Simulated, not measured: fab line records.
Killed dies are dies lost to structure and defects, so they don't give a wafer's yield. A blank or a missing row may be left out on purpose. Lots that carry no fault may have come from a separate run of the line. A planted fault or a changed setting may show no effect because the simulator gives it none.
2 desks looking at one fault -- flow sky130 -- each desk has only its own numbers; what lay behind them comes last

AT THE TOOL OWNER'S DESK: implanter-03
The tool's own readings at SKY_SD_P_IMPLANT_09, given as means over the sampled wafers that have a number, one for each lot that went through this tool. A lot is out of limits, marked OUT, if its mean lies more than 4 standard deviations from the usual mean; the brackets give that distance.
Columns: A = beam_energy_keV at SKY_SD_P_IMPLANT_09, usual 20.001; B = beam_on_s at SKY_SD_P_IMPLANT_09, usual 14.9 s; C = dose_ions_cm2 at SKY_SD_P_IMPLANT_09, usual 3e+15
lot,first seen here,A,B,C
L281,day 29 00:58,19.994,16.1,3e+15
L286,day 30 11:13,20.003,11.6 (-4.4) OUT,2e+15 (-99 or more) OUT
L285,day 30 13:15,19.996,11.4 (-4.6) OUT,2e+15 (-99 or more) OUT
This desk's verdict: out of limits on L285, L286, starting with L286 at day 30 11:13 (beam_on_s at SKY_SD_P_IMPLANT_09). In limits: L281.

FROM THE METROLOGY DESK
What the gauges read for every lot (on any tool): the sampled wafers with a number, averaged. A lot is out of limits, marked OUT, if its mean lies more than 4 standard deviations from the usual mean; the brackets give that distance.
Columns: A = cd_nm at SKY_POLY_CUT_CD_MEAS_08, usual 269.5 nm; B = SD_P_TW at SKY_SD_P_TW_MEAS_11, usual 2822; C = SD_P_RS at SKY_SD_N_RS_MEAS_17, usual 147.1 ohm/sq
lot,first seen here,A,B,C
L274,day 23 21:39,268.4,2851,146.8
L275,day 25 00:38,267.5,2836,147.5
L276,day 25 18:12,269.3,2817,147.7
L277,day 27 03:05,271.0,2825,147.1
L281,day 27 20:24,267.9,2808,146.7
L286,day 29 07:30,271.5,2641 (-12) OUT,152.6 (+15) OUT
L285,day 29 09:41,268.3,2640 (-12) OUT,152.5 (+15) OUT
L292,day 31 08:07,267.7,2820,147.2
L295,day 31 19:00,271.0,2845,147.0
L294,day 31 21:59,267.6,2819,146.8
This desk reports L285, L286 out of limits; the earliest was L286 at day 30 11:28 (SD_P_TW at SKY_SD_P_TW_MEAS_11). In limits: L274, L275, L276, L277, L281, L292, L295, L294.

BROUGHT TOGETHER
An alarm could have come from the tool owner's desk at day 30 11:13, on L285, L286.
L285, L286 would have let the metrology desk raise an alarm at day 30 11:28.
SKY_SD_P_IMPLANT_09 was run on implanter-03 by each of the lots named.

WHAT WAS PUT IN BY THE SIMULATOR
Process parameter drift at SKY_SD_P_IMPLANT_09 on implanter-03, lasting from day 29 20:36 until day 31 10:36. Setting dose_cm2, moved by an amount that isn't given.
Struck lots among those shown: L285, L286.
Hours from the fault's start to each desk's first reading out of limits: the tool owner's desk, 15; the metrology desk, 15.
